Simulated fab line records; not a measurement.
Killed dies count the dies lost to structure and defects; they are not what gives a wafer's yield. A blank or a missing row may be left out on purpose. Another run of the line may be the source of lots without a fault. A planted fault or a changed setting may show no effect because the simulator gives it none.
fab line records	flow gf180mcu
[record] lots = 5	wafers = 23
route steps=602 shown STI@2 NWELL@50 MVSD@74 MVPSD@80 VT_IMPLANT@103
start-h: the number of hours between the record's first day and the start of the first shown wafer of the lot	wait-h: hours elapsed since this lot's preceding step	" same as the row above	L1.1+2: one row covering several wafers at once	- no value, or no start was given	* or withheld: withheld	< > ~ a bound
route shown NAME@n: a module of which the file shows steps, and the number in the route of the first	usual: mean/standard deviation of fault-free wafers	same: alike in all rows	chamber/n: place in a boat	sites: the reading at each site	_std_site: standard deviation across them	_edge_site: the outer-site mean with the inner-site mean subtracted	radius-mm: how far each site lies from the wafer's centre	mask NAME#n: copy n	behind: tool/chamber where the wafer was last shaped	hold: the reason the lot was held/the length of the hold in hours/how it ended	device: names the non-switching transistor (n, p or np)	end of line: tests run on the same wafers once the route is complete	where a step has no rows: the recipe by itself	killed: dies that structure and defects cost at the first sort, which is not the same as the wafer's yield	map: the dies of a wafer, with x for killed, . for not killed, _ for no die there
set.NAME: the setting the step ran with; set.NAME@STEP: the setting that earlier step ran with	model.NAME: the simulator's own value behind a step, which no gauge read
lots with deliberately changed settings; one table per step, one row per wafer
[[steps]]
[step GF_STI_OXIDATION_01]
[recipe] temp-c = 900	ambient = O2	stabilise-s = 600	purge-s = 300	target-thk-a = 100	ox-time-s = 1418
lot.wafer	tool	chamber	start-h	wait-h	set.ox-time-s	model.SiO2_of_STI_OXIDATION_01.thk-nm
L076.1	furnace-02	0	22.02	2.0	1418	10.17
L076.4	"	0	"	"	1418	10.23
L076.5	"	0	"	"	1418	10.12
L077.1	-	-	-	0.1	1348	9.714
L077.2	"	-	"	"	1348	9.417
L077.3	"	-	"	"	1348	9.688
L077.5	"	-	"	"	1348	9.77
L077.6	"	-	"	"	1348	9.698
L081.1	-	-	-	1.4	1418	10.33
L081.2	"	-	"	"	1418	10.5
L081.4	"	-	"	"	1418	10.12
L081.5	"	-	"	"	1418	10.16
L081.6	"	-	"	"	1418	10.34
L082.1	-	-	-	0.1	1418	10.21
L082.2	"	-	"	"	1418	10
L082.3	"	-	"	"	1418	10.16
L082.4	"	-	"	"	1418	10.25
L082.5	"	-	"	"	1418	10.02
L083.1	-	-	-	0.1	1308	9.295
L083.2	"	-	"	"	1308	9.484
L083.3	"	-	"	"	1308	9.397
L083.4	"	-	"	"	1308	9.356
L083.6	"	-	"	"	1308	9.357
[step GF_STI_THK_MEAS_02]
[recipe] reads = SiO2_of_STI_OXIDATION_01
[usual] STI_OXIDATION_THK = 10.04/0.14
lot.wafer	tool	chamber	start-h	wait-h	set.ox-time-s@STI_OXIDATION_01	STI_OXIDATION_THK[nm]
L076.1	film-metro-03	-	23.42	0.0	1418	10.21
L076.4	"	-	"	"	1418	10.23
L076.5	"	-	"	"	1418	10.16
L077.1	film-metro-01	-	-	-	1348	9.69
L077.2	"	-	"	"	1348	9.42
L077.3	"	-	"	"	1348	9.71
L077.5	"	-	"	"	1348	9.75
L077.6	"	-	"	"	1348	9.70
L081.1	film-metro-04	-	-	-	1418	10.34
L081.2	"	-	"	"	1418	10.48
L081.4	"	-	"	"	1418	10.14
L081.5	"	-	"	"	1418	10.15
L081.6	"	-	"	"	1418	10.29
L082.1	film-metro-01	-	-	-	1418	10.20
L082.2	"	-	"	"	1418	10.06
L082.3	"	-	"	"	1418	10.18
L082.4	"	-	"	"	1418	10.27
L082.5	"	-	"	"	1418	9.96
L083.1	film-metro-04	-	-	-	1308	9.29
L083.2	"	-	"	"	1308	9.52
L083.3	"	-	"	"	1308	9.42
L083.4	"	-	"	"	1308	9.35
L083.6	"	-	"	"	1308	9.33
[step GF_STI_EXPOSE_09]
[recipe] mask-id = COMP	target-cd-nm = 220	na = 0.68	source-shape = conventional	sigma-outer = 0.6	dose-mj = 28
lot.wafer	tool	chamber	start-h	wait-h	mask	set.dose-mj
L076.1+4+5	krf-scanner-01	0	-	-	COMP#0	28
L077.1+2+3+5+6	krf-scanner-02	0	-	-	COMP#0	28
L081.1+2+4+5+6	krf-scanner-01	0	-	-	COMP#0	28
L082.1+3	krf-scanner-01	0	-	-	COMP#0	26.76
L082.2+4+5	"	0	"	"	COMP#0	28
L083.1+2+3+4+6	krf-scanner-01	0	-	-	COMP#0	28
[step GF_STI_PEB_10]
[recipe] peb-temp-c = 135	peb-time-s = 90	resist = KrF
lot.wafer	tool	chamber	start-h	wait-h	set.peb-temp-c
L076.1+4+5	litho-track-02	0	-	-	135
L077.1+5+6	litho-track-01	0	-	-	136.3
L077.2+3	"	0	"	"	135
L081.1+4+6	litho-track-02	0	-	-	136.5
L081.2+5	"	0	"	"	135
L082.1+4	litho-track-01	0	-	-	135
L082.2+3+5	"	0	"	"	131.8
L083.1+3	litho-track-03	0	-	-	131.4
L083.2+4+6	"	0	"	"	135
[step GF_STI_DEVELOP_11]
[recipe] develop-time-s = 60	dev-temp-c = 21
[step GF_STI_CD_MEAS_12]
[recipe] target-cd-nm = 220
[usual] cd-nm = 220.2/0.81
lot.wafer	tool	chamber	start-h	wait-h	set.dose-mj@STI_EXPOSE_09	set.peb-temp-c@STI_PEB_10	cd-nm
L076.1	cd-sem-01	-	39.32	0.1	28	135	219.1
L076.4	"	-	"	"	28	135	220.5
L076.5	"	-	"	"	28	135	220.5
L077.1	cd-sem-01	-	40.44	0.1	28	136.3	217.2
L077.2	"	-	"	"	28	135	220.6
L077.3	"	-	"	"	28	135	220.7
L077.5	"	-	"	"	28	136.3	217.5
L077.6	"	-	"	"	28	136.3	217.3
L081.1	cd-sem-02	-	62.82	0.1	28	136.5	216.4
L081.2	"	-	"	"	28	135	219.7
L081.4	"	-	"	"	28	136.5	216.5
L081.5	"	-	"	"	28	135	219.9
L081.6	"	-	"	"	28	136.5	216.4
L082.1	cd-sem-01	-	66.94	0.1	26.76	135	225.7
L082.2	"	-	"	"	28	131.8	229.8
L082.3	"	-	"	"	26.76	131.8	236.7
L082.4	"	-	"	"	28	135	220.5
L082.5	"	-	"	"	28	131.8	229.8
L083.1	cd-sem-02	-	71.79	0.1	28	131.4	231.2
L083.2	"	-	"	"	28	135	219.9
L083.3	"	-	"	"	28	131.4	230.5
L083.4	"	-	"	"	28	135	219.2
L083.6	"	-	"	"	28	135	219.9
[step GF_STI_ETCH_13]
[recipe] chemistry = CHF3/O2	stop-on = Si	over-etch-frac = 0.3	target-depth-a = 2823.1	source-w = 600	bias-w = 200	pressure-mtorr = 40	chf3-flow-sccm = 50	O2_flow_sccm = 5	time-s = 112.9
lot.wafer	tool	chamber	start-h	wait-h	set.dose-mj@STI_EXPOSE_09	set.peb-temp-c@STI_PEB_10	model.STI.cd-nm
L076.1	rie-diel-02	1	39.44	0.1	28	135	219
L076.4	"	3	"	"	28	135	220.4
L076.5	"	1	"	"	28	135	219.9
L077.1	rie-diel-02	0	40.56	0.1	28	136.3	217.1
L077.2	"	2	"	"	28	135	219.8
L077.3	"	1	"	"	28	135	220.1
L077.5	"	3	"	"	28	136.3	217.6
L077.6	"	2	"	"	28	136.3	216.9
L081.1	rie-diel-03	3	62.94	0.1	28	136.5	216.2
L081.2+5	"	1	"	"	28	135	219.7
L081.4	"	2	"	"	28	136.5	215.9
L081.6	"	3	"	"	28	136.5	216.7
L082.1	rie-diel-01	2	67.06	0.1	26.76	135	225.4
L082.2	"	0	"	"	28	131.8	229.9
L082.3	"	1	"	"	26.76	131.8	237.1
L082.4	"	3	"	"	28	135	220.9
L082.5	"	2	"	"	28	131.8	229.6
L083.1	rie-diel-02	2	71.91	0.1	28	131.4	230.5
L083.2	"	3	"	"	28	135	220.3
L083.3	"	0	"	"	28	131.4	230.3
L083.4	"	1	"	"	28	135	218.9
L083.6	"	1	"	"	28	135	219.4
[step GF_STI_WET_ETCH_26]
[recipe] chemistry = dHF	target-depth-nm = 94	target = SiO2	temp-c = 25	dilution = 10:1	time-s = 188
lot.wafer	tool	chamber	start-h	wait-h	set.temp-c	model.SiO2_of_STI_CVD_23.thk-nm
L076.1	wet-bench-03	0	43.16	0.2	25	430.1
L076.4	"	0	"	"	25	430.7
L076.5	"	0	"	"	25	429.5
L077.1	-	-	-	0.2	22.51	439.6
L077.2	"	-	"	"	22.51	439.2
L077.3	"	-	"	"	22.51	438.9
L077.5	"	-	"	"	22.51	439.8
L077.6	"	-	"	"	22.51	440.9
L081.1	-	-	-	0.2	22.21	441.2
L081.2	"	-	"	"	22.21	439.4
L081.4	"	-	"	"	22.21	444
L081.5	"	-	"	"	22.21	442.4
L081.6	"	-	"	"	22.21	442.1
L082.1	-	-	-	0.1	24	435.2
L082.2	"	-	"	"	24	434.4
L082.3	"	-	"	"	24	434
L082.4	"	-	"	"	24	434.2
L082.5	"	-	"	"	24	434.5
L083.1	-	-	-	0.2	28.7	415.5
L083.2	"	-	"	"	28.7	416.8
L083.3	"	-	"	"	28.7	414.5
L083.4	"	-	"	"	28.7	417.9
L083.6	"	-	"	"	28.7	415.1
[step GF_STI_WET_ETCH_27]
[recipe] chemistry = H3PO4	target-depth-nm = 160	target = Si3N4	temp-c = 160	time-s = 1825
[step GF_STI_WET_ETCH_28]
[recipe] chemistry = dHF	target-depth-nm = 20	dry = ipa-marangoni	target = SiO2	temp-c = 25	dilution = 10:1	time-s = 40
lot.wafer	tool	chamber	start-h	wait-h	set.temp-c@STI_WET_ETCH_26	model.SiO2_of_STI_CVD_23.thk-nm
L076.1	wet-bench-02	1	43.78	0.0	25	402.8
L076.4	"	1	"	"	25	403.2
L076.5	"	1	"	"	25	402.1
L077.1	wet-bench-04	3	44.08	0.0	22.51	411.7
L077.2	"	3	"	"	22.51	411.5
L077.3	"	3	"	"	22.51	411
L077.5	"	3	"	"	22.51	411.9
L077.6	"	3	"	"	22.51	413
L081.1	wet-bench-03	0	65.79	0.0	22.21	413.8
L081.2	"	0	"	"	22.21	411.9
L081.4	"	0	"	"	22.21	416.4
L081.5	"	0	"	"	22.21	414.9
L081.6	"	0	"	"	22.21	414.5
L082.1	wet-bench-02	1	69.87	0.0	24	407.7
L082.2+5	"	1	"	"	24	406.8
L082.3	"	1	"	"	24	406.3
L082.4	"	1	"	"	24	406.5
L083.1	wet-bench-03	2	74.73	0.0	28.7	387.5
L083.2	"	2	"	"	28.7	388.8
L083.3	"	2	"	"	28.7	386.6
L083.4	"	2	"	"	28.7	390.1
L083.6	"	2	"	"	28.7	387.1
[step GF_NWELL_IMPLANT_08]
[recipe] species = P	energy-kev = 450	dose-cm2 = 1.5e+13	tilt-deg = 0
lot.wafer	tool	chamber	start-h	wait-h	set.energy-kev	model.implant.rp-nm	model.implant.drp-nm
L076.1+4+5	implanter-01	0	71.42	0.0	450	561.4	123.9
L077.1+2+3+5+6	implanter-03	0	71.95	0.0	450	560.2	123.9
L081.1+2+5	implanter-03	0	94.55	0.0	450	564.5	123.9
L081.4+6	"	0	"	"	412.6	522.2	118.8
L082.1+3+5	implanter-04	0	97.42	0.0	450	551	123.9
L082.2+4	"	0	"	"	413.7	511	118.9
L083.1+2+3+4+6	implanter-01	0	103.80	0.0	450	546.8	123.9
[step GF_MVSD_IMPLANT_08]
[recipe] species = P	energy-kev = 400	dose-cm2 = 1.6e+13	tilt-deg = 0
lot.wafer	tool	chamber	start-h	wait-h	set.energy-kev	model.implant.rp-nm	model.implant.drp-nm
L076.1+4+5	implanter-03	0	98.57	0.0	400	490.1	116.9
L077.1+3+6	implanter-02	0	99.32	0.0	435.3	549	121.9
L077.2+5	"	0	"	"	400	508.6	116.9
L081.1+4	implanter-01	0	122.42	0.0	400	492.5	116.9
L081.2+5+6	"	0	"	"	375	464.9	112.8
L082.1+2+3+4+5	implanter-03	0	125.57	0.0	400	486.6	116.9
L083.1+2	implanter-03	0	132.95	0.0	377.6	472.1	113.3
L083.3+4+6	"	0	"	"	400	497.1	116.9
[step GF_MVPSD_COAT_02]
[recipe] spin-rpm = 2000	resist-thk-nm = 3000
lot.wafer	tool	chamber	start-h	wait-h	set.spin-rpm	model.coat_of_MVPSD_COAT_02.thk-nm
L076.1+5	litho-track-01	0	105.69	0.1	2000	3001
L076.4	"	0	"	"	2000	2998
L077.1	litho-track-04	0	106.01	0.1	2000	2993
L077.2	"	0	"	"	2000	3003
L077.3	"	0	"	"	2114	2930
L077.5	"	0	"	"	2000	3006
L077.6	"	0	"	"	2114	2922
L081.1	litho-track-03	0	129.34	0.1	1883	3098
L081.2+4	"	0	"	"	1883	3093
L081.5	"	0	"	"	2000	3001
L081.6	"	0	"	"	2000	3008
L082.1	litho-track-03	0	133.09	0.1	2000	3028
L082.2	"	0	"	"	1891	3103
L082.3	"	0	"	"	1891	3105
L082.4	"	0	"	"	2000	3025
L082.5	"	0	"	"	2000	3019
L083.1	litho-track-01	0	140.79	0.1	2000	2993
L083.2+4	"	0	"	"	2000	2992
L083.3	"	0	"	"	2000	3000
L083.6	"	0	"	"	2000	3002
[step GF_MVPSD_IMPLANT_09]
[recipe] species = B	energy-kev = 40	dose-cm2 = 5e+12	tilt-deg = 0
lot.wafer	tool	chamber	start-h	wait-h	set.dose-cm2
L076.1+4+5	implanter-04	0	113.12	0.1	5e+12
L077.1+2+3+5+6	implanter-03	0	113.47	0.1	5e+12
L081.1+2	implanter-03	0	137.10	0.1	5e+12
L081.4+5+6	"	0	"	"	5.13e+12
L082.1+2+3	implanter-04	0	141.17	0.1	4.773e+12
L082.4+5	"	0	"	"	5e+12
L083.1+2+3	implanter-02	0	149.12	0.1	5e+12
L083.4+6	"	0	"	"	4.817e+12
[step GF_MVPSD_STRIP_10]
[recipe] chemistry = O2/N2	power-w = 1400	pressure-mtorr = 1500	platen-temp-c = 250	o2-flow-sccm = 3000	n2-flow-sccm = 300	overash-fraction = 0.5
[usual] strip-time-to-endpoint-s = 37.00/0.11
lot.wafer	tool	chamber	start-h	wait-h	set.spin-rpm@MVPSD_COAT_02	strip-time-to-endpoint-s
L076.1	plasma-asher-02	1	113.27	0.1	2000	36.95
L076.4	"	1	"	"	2000	36.93
L076.5	"	1	"	"	2000	36.94
L077.1	plasma-asher-02	0	113.62	0.1	2000	36.87
L077.2	"	1	"	"	2000	36.99
L077.3	"	1	"	"	2114	36.18
L077.5	"	1	"	"	2000	37.02
L077.6	"	0	"	"	2114	36.08
L081.1	plasma-asher-03	1	137.25	0.1	1883	38.08
L081.2	"	0	"	"	1883	38.01
L081.4	"	1	"	"	1883	38.00
L081.5	"	0	"	"	2000	36.96
L081.6	"	1	"	"	2000	37.04
L082.1	plasma-asher-01	0	141.32	0.1	2000	37.27
L082.2	"	1	"	"	1891	38.14
L082.3	"	1	"	"	1891	38.17
L082.4	"	0	"	"	2000	37.25
L082.5	"	1	"	"	2000	37.20
L083.1	plasma-asher-03	1	149.27	0.1	2000	36.86
L083.2	"	0	"	"	2000	36.86
L083.3	"	1	"	"	2000	36.95
L083.4	"	0	"	"	2000	36.86
L083.6	"	1	"	"	2000	36.97
[step GF_VT_IMPLANT_COAT_13]
[recipe] resist = NOVOLAK	spin-rpm = 3000	resist-thk-nm = 1000
lot.wafer	tool	chamber	start-h	wait-h	set.resist-thk-nm	model.NOVOLAK_of_VT_IMPLANT_COAT_13.thk-nm
L076.1	litho-track-01	0	134.79	0.1	1000	1004
L076.4	"	0	"	"	1000	1001
L076.5	"	0	"	"	1000	1002
L077.1	litho-track-04	0	135.01	0.1	1022	1025
L077.2	"	0	"	"	1000	998.8
L077.3	"	0	"	"	1000	999.4
L077.5+6	"	0	"	"	1022	1022
L081.1	litho-track-04	0	159.91	0.1	1000	998.6
L081.2	"	0	"	"	980.6	981.2
L081.4	"	0	"	"	1000	1001
L081.5	"	0	"	"	980.6	982.1
L081.6	"	0	"	"	1000	1000
L082.1	litho-track-02	0	165.37	0.1	1000	999.7
L082.2	"	0	"	"	1000	999.5
L082.3	"	0	"	"	1000	1001
L082.4	"	0	"	"	1000	999
L082.5	"	0	"	"	1000	998.2
L083.1	litho-track-02	0	172.42	0.1	1000	1003
L083.2	"	0	"	"	957.3	959.1
L083.3	"	0	"	"	957.3	957.6
L083.4	"	0	"	"	957.3	959.2
L083.6	"	0	"	"	1000	1005
[step GF_VT_IMPLANT_IMPLANT_19]
[recipe] species = As	energy-kev = 100	dose-cm2 = 4.35e+12	tilt-deg = 7
lot.wafer	tool	chamber	start-h	wait-h	set.dose-cm2
L076.1+4+5	implanter-04	0	143.00	0.0	4.35e+12
L077.1+3	implanter-01	0	143.05	0.0	3.87e+12
L077.2+5+6	"	0	"	"	4.35e+12
L081.1+2+4+5+6	implanter-03	0	168.50	0.0	4.35e+12
L082.1+2+4	implanter-04	0	173.65	0.0	4.136e+12
L082.3+5	"	0	"	"	4.35e+12
L083.1+4+6	implanter-03	0	180.82	0.0	3.726e+12
L083.2+3	"	0	"	"	4.35e+12
[step GF_VT_IMPLANT_STRIP_20]
[recipe] chemistry = O2/N2	power-w = 1400	pressure-mtorr = 1500	platen-temp-c = 250	o2-flow-sccm = 3000	n2-flow-sccm = 300	overash-fraction = 0.5
[usual] strip-time-to-endpoint-s = 12.636/0.03
lot.wafer	tool	chamber	start-h	wait-h	set.resist-thk-nm@VT_IMPLANT_COAT_13	strip-time-to-endpoint-s
L076.1	plasma-asher-01	1	143.15	0.1	1000	12.664
L076.4	"	1	"	"	1000	12.635
L076.5	"	0	"	"	1000	12.652
L077.1	plasma-asher-04	1	143.20	0.1	1022	12.836
L077.2	"	0	"	"	1000	12.619
L077.3	"	0	"	"	1000	12.613
L077.5	"	1	"	"	1022	12.810
L077.6	"	0	"	"	1022	12.824
L081.1	plasma-asher-02	0	168.65	0.1	1000	12.618
L081.2	"	1	"	"	980.6	12.420
L081.4	"	1	"	"	1000	12.640
L081.5	"	1	"	"	980.6	12.424
L081.6	"	0	"	"	1000	12.622
L082.1	plasma-asher-04	0	173.80	0.1	1000	12.613
L082.2	"	1	"	"	1000	12.617
L082.3	"	0	"	"	1000	12.649
L082.4	"	1	"	"	1000	12.611
L082.5	"	0	"	"	1000	12.607
L083.1	plasma-asher-04	0	180.97	0.1	1000	12.678
L083.2	"	1	"	"	957.3	12.161
L083.3	"	1	"	"	957.3	12.144
L083.4	"	0	"	"	957.3	12.156
L083.6	"	0	"	"	1000	12.679
[step GF_VT_IMPLANT_TW_MEAS_21]
[usual] VT_IMPLANT_2_TW = 1221/8.4
lot.wafer	tool	chamber	start-h	wait-h	set.dose-cm2@VT_IMPLANT_IMPLANT_19	VT_IMPLANT_2_TW
L076.1	film-metro-02	-	143.25	0.1	4.35e+12	1214
L076.4	"	-	"	"	4.35e+12	1204
L076.5	"	-	"	"	4.35e+12	1208
L077.1	film-metro-03	-	143.30	0.1	3.87e+12	1187
L077.2	"	-	"	"	4.35e+12	1226
L077.3	"	-	"	"	3.87e+12	1181
L077.5	"	-	"	"	4.35e+12	1232
L077.6	"	-	"	"	4.35e+12	1231
L081.1	film-metro-03	-	168.75	0.1	4.35e+12	1231
L081.2	"	-	"	"	4.35e+12	1230
L081.4	"	-	"	"	4.35e+12	1225
L081.5	"	-	"	"	4.35e+12	1224
L081.6	"	-	"	"	4.35e+12	1230
L082.1	film-metro-04	-	173.90	0.1	4.136e+12	1206
L082.2	"	-	"	"	4.136e+12	1194
L082.3	"	-	"	"	4.35e+12	1222
L082.4	"	-	"	"	4.136e+12	1207
L082.5	"	-	"	"	4.35e+12	1222
L083.1	film-metro-03	-	181.07	0.1	3.726e+12	1163
L083.2	"	-	"	"	4.35e+12	1230
L083.3	"	-	"	"	4.35e+12	1218
L083.4	"	-	"	"	3.726e+12	1166
L083.6	"	-	"	"	3.726e+12	1169
[step GF_VT_IMPLANT_IMPLANT_30]
[recipe] species = B	energy-kev = 25	dose-cm2 = 2.534e+12	tilt-deg = 7
lot.wafer	tool	chamber	start-h	wait-h	set.energy-kev	model.implant.rp-nm	model.implant.drp-nm
L076.1+4+5	implanter-01	0	158.30	0.0	25	83.89	35.62
L077.1+2+3+5+6	implanter-03	0	158.75	0.0	25	79.86	35.62
L081.1+5	implanter-03	0	184.65	0.0	25.7	83.6	36.79
L081.2+4+6	"	0	"	"	25	81.36	35.62
L082.1+2	implanter-01	0	190.25	0.0	25	81.82	35.62
L082.3+4+5	"	0	"	"	24.12	78.98	34.15
L083.1+2	implanter-04	0	198.30	0.0	23.76	78.2	33.56
L083.3+4+6	"	0	"	"	25	82.23	35.62
[step GF_VT_IMPLANT_COAT_35]
[recipe] resist = NOVOLAK	spin-rpm = 3000	resist-thk-nm = 1000
lot.wafer	tool	chamber	start-h	wait-h	set.spin-rpm	model.NOVOLAK_of_VT_IMPLANT_COAT_35.thk-nm
L076.1	litho-track-02	0	166.32	0.1	3000	1007
L076.4	"	0	"	"	3000	1006
L076.5	"	0	"	"	3000	1004
L077.1	litho-track-02	0	166.92	0.1	3000	1004
L077.2+3+6	"	0	"	"	3000	1007
L077.5	"	0	"	"	3000	1008
L081.1	litho-track-01	0	192.89	0.1	2918	1013
L081.2	"	0	"	"	3000	1003
L081.4+5	"	0	"	"	3000	1001
L081.6	"	0	"	"	2918	1015
L082.1	litho-track-04	0	198.61	0.1	3000	1002
L082.2	"	0	"	"	3220	965.5
L082.3	"	0	"	"	3000	1001
L082.4	"	0	"	"	3220	965.8
L082.5	"	0	"	"	3220	965.4
L083.1+4+6	litho-track-04	0	206.76	0.1	3000	1002
L083.2	"	0	"	"	3000	1004
L083.3	"	0	"	"	3000	1001
[[key]]
[split] step = GF_STI_OXIDATION_01	setting = ox-time-s	stated = 1418	by = lot
[response] step = GF_STI_OXIDATION_01	reading = model.SiO2_of_STI_OXIDATION_01.thk-nm	change = +0.107	per = 1%	r = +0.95
[response] step = GF_STI_THK_MEAS_02	reading = STI_OXIDATION_THK	change = +0.108	per = 1%	r = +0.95
[split] step = GF_STI_EXPOSE_09	setting = dose-mj	stated = 28	by = wafer
[response] step = GF_STI_CD_MEAS_12	reading = cd-nm	slope = -1.38	per = 1%	together-with = peb-temp-c@STI_PEB_10	explained = 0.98
[response] step = GF_STI_ETCH_13	reading = model.STI.cd-nm	slope = -1.37	per = 1%	together-with = peb-temp-c@STI_PEB_10	explained = 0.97
[split] step = GF_STI_PEB_10	setting = peb-temp-c	stated = 135	by = wafer
[response] step = GF_STI_CD_MEAS_12	reading = cd-nm	change = -3.9	per = 1%	r = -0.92
[response] step = GF_STI_ETCH_13	reading = model.STI.cd-nm	change = -3.83	per = 1%	r = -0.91
[split] step = GF_STI_WET_ETCH_26	setting = temp-c	stated = 25	by = lot
[response] step = GF_STI_WET_ETCH_26	reading = model.SiO2_of_STI_CVD_23.thk-nm	change = -0.981	per = 1%	r = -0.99
[response] step = GF_STI_WET_ETCH_28	reading = model.SiO2_of_STI_CVD_23.thk-nm	change = -0.989	per = 1%	r = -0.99
[split] step = GF_NWELL_IMPLANT_08	setting = energy-kev	stated = 450	by = wafer
[response] step = GF_NWELL_IMPLANT_08	reading = model.implant.rp-nm	change = +5.03	per = 1%	r = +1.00
[response] step = GF_NWELL_IMPLANT_08	reading = model.implant.drp-nm	change = +0.614	per = 1%	r = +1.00
[split] step = GF_MVSD_IMPLANT_08	setting = energy-kev	stated = 400	by = wafer
[response] step = GF_MVSD_IMPLANT_08	reading = model.implant.rp-nm	change = +4.51	per = 1%	r = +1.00
[response] step = GF_MVSD_IMPLANT_08	reading = model.implant.drp-nm	change = +0.604	per = 1%	r = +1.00
[split] step = GF_MVPSD_COAT_02	setting = spin-rpm	stated = 2000	by = wafer
[response] step = GF_MVPSD_COAT_02	reading = model.coat_of_MVPSD_COAT_02.thk-nm	change = -14.4	per = 1%	r = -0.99
[response] step = GF_MVPSD_STRIP_10	reading = strip-time-to-endpoint-s	change = *	per = 1%	r = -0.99
[split] step = GF_MVPSD_IMPLANT_09	setting = dose-cm2	stated = 5e+12	by = wafer
response none clear
[split] step = GF_VT_IMPLANT_COAT_13	setting = resist-thk-nm	stated = 1000	by = wafer
[response] step = GF_VT_IMPLANT_COAT_13	reading = model.NOVOLAK_of_VT_IMPLANT_COAT_13.thk-nm	change = +10.5	per = 1%	r = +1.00
[response] step = GF_VT_IMPLANT_STRIP_20	reading = strip-time-to-endpoint-s	change = *	per = 1%	r = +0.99
[split] step = GF_VT_IMPLANT_IMPLANT_19	setting = dose-cm2	stated = 4.35e+12	by = wafer
[response] step = GF_VT_IMPLANT_TW_MEAS_21	reading = VT_IMPLANT_2_TW	change = +4.06	per = 1%	r = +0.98
[split] step = GF_VT_IMPLANT_IMPLANT_30	setting = energy-kev	stated = 25	by = wafer
[response] step = GF_VT_IMPLANT_IMPLANT_30	reading = model.implant.rp-nm	change = +0.809	per = 1%	r = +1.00
[response] step = GF_VT_IMPLANT_IMPLANT_30	reading = model.implant.drp-nm	change = +0.417	per = 1%	r = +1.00
[split] step = GF_VT_IMPLANT_COAT_35	setting = spin-rpm	stated = 3000	by = wafer
[response] step = GF_VT_IMPLANT_COAT_35	reading = model.NOVOLAK_of_VT_IMPLANT_COAT_35.thk-nm	change = -4.85	per = 1%	r = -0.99
